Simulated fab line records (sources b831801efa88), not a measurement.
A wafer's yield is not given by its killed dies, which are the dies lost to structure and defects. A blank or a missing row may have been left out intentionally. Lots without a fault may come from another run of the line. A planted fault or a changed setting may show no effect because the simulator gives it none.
Problem report in the 8D (eight disciplines) form, filled by code | flow sky130 | the parts of the form that need people (team, actions taken, sign-off) are left out

== 1. WHAT IS WRONG ==
VT_ADJUST_HVTP_TW at SKY_VT_ADJUST_HVTP_TW_MEAS_11 reads a mean of 30 on 6 wafers of 2 lots; wafers without a fault read 1357 with a standard deviation of 9.1. That is -99 or more standard deviations from the usual mean.
First observed at day 9 23:05: wafer L997.2, on film metro-01. The record has a number at this step for 36 wafers belonging to 12 lots. The rule behind "out" and "out of limits": a value lying over 4 standard deviations away from the usual mean. The other wafers with a number count as sound.

== 2. WHAT IT IS; WHAT IT IS NOT ==
question                    | is                           | is not
which readings at this step | VT_ADJUST_HVTP_TW            | -
which lots                  | L100, L997                   | L101, L103, L104, L986, L987, L988, L989, L990, L991, L994
which wafers of those lots  | all that have a number       | -
read on which gauges        | film metro-01, film metro-04 | film metro-03
when                        | from day 9 23:05             | up to then (21 sound wafers); but 9 sound wafers of L101, L103, L104 came after

== 3. WHAT RULES OUT EACH SUSPECT ==
Counting: a tool at a process step up to the reading stays a suspect if it ran every lot that is out and no sound lot after the first of them.
- the gauge at SKY_VT_ADJUST_HVTP_TW_MEAS_11 has been ruled out. Those wafers that are out were read across 2 gauges (film metro-01, film metro-04).
- litho track-01 at SKY_VT_ADJUST_HVTP_DEVELOP_06 (develop time 60 s): kept. It ran every lot that is out, first L997 (day 9 22:33), and no sound lot after that; its last sound lot up to then is L991 (day 8 12:01).
After counting, what remains is litho track-01 at SKY_VT_ADJUST_HVTP_DEVELOP_06.

== 4. THE CAUSE (what the simulator had put in) ==
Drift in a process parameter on litho track-01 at SKY_VT_ADJUST_HVTP_DEVELOP_06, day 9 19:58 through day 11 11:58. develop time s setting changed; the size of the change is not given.
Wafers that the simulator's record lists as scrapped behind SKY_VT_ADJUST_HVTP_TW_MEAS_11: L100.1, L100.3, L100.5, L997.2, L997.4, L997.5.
Only this tool survived the counting.

== 5. SEQUENCE OF EFFECTS, ordered by route ==
Rows list readings where the struck wafers' mean (over those with a number) sits beyond 3 standard deviations from the usual. Only readings for which the record gives a usual standard deviation are gone through. hours: the time from each lot's start at the first step in this table that gives one to its start at this step, as a median over the lots. sigmas: the change in usual standard deviations.
hours | step                          | reading           | usual | on struck wafers | change | sigmas
0     | SKY_VT_ADJUST_HVTP_TW_MEAS_11 | VT_ADJUST_HVTP_TW | 1357  | 30               | -1327  | -99 or more
Readings that are blank on the struck wafers while sound wafers have them: cd nm at SKY_VT_ADJUST_HVTP_CD_MEAS_07; VT_ADJUST_HVTP_OVL at SKY_VT_ADJUST_HVTP_OVL_MEAS_08.

== 6. WHAT WOULD HAVE CAUGHT IT SOONER ==
The first out-of-limits reading at a measuring or inspecting step in this record came at day 9 23:05, 3 hours after the fault's start at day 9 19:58.
Between SKY_VT_ADJUST_HVTP_DEVELOP_06 and SKY_VT_ADJUST_HVTP_TW_MEAS_11, SKY_VT_ADJUST_HVTP_CD_MEAS_07 gave no cd nm and SKY_VT_ADJUST_HVTP_OVL_MEAS_08 gave no VT_ADJUST_HVTP_OVL on the struck wafers, where sound wafers have one: a measuring or inspecting step that comes back empty is itself a sign.
Among the 2 lots that are out, L100 began SKY_VT_ADJUST_HVTP_DEVELOP_06 on litho track-01 after day 9 23:05. A hold on the tool at that time would have spared it.
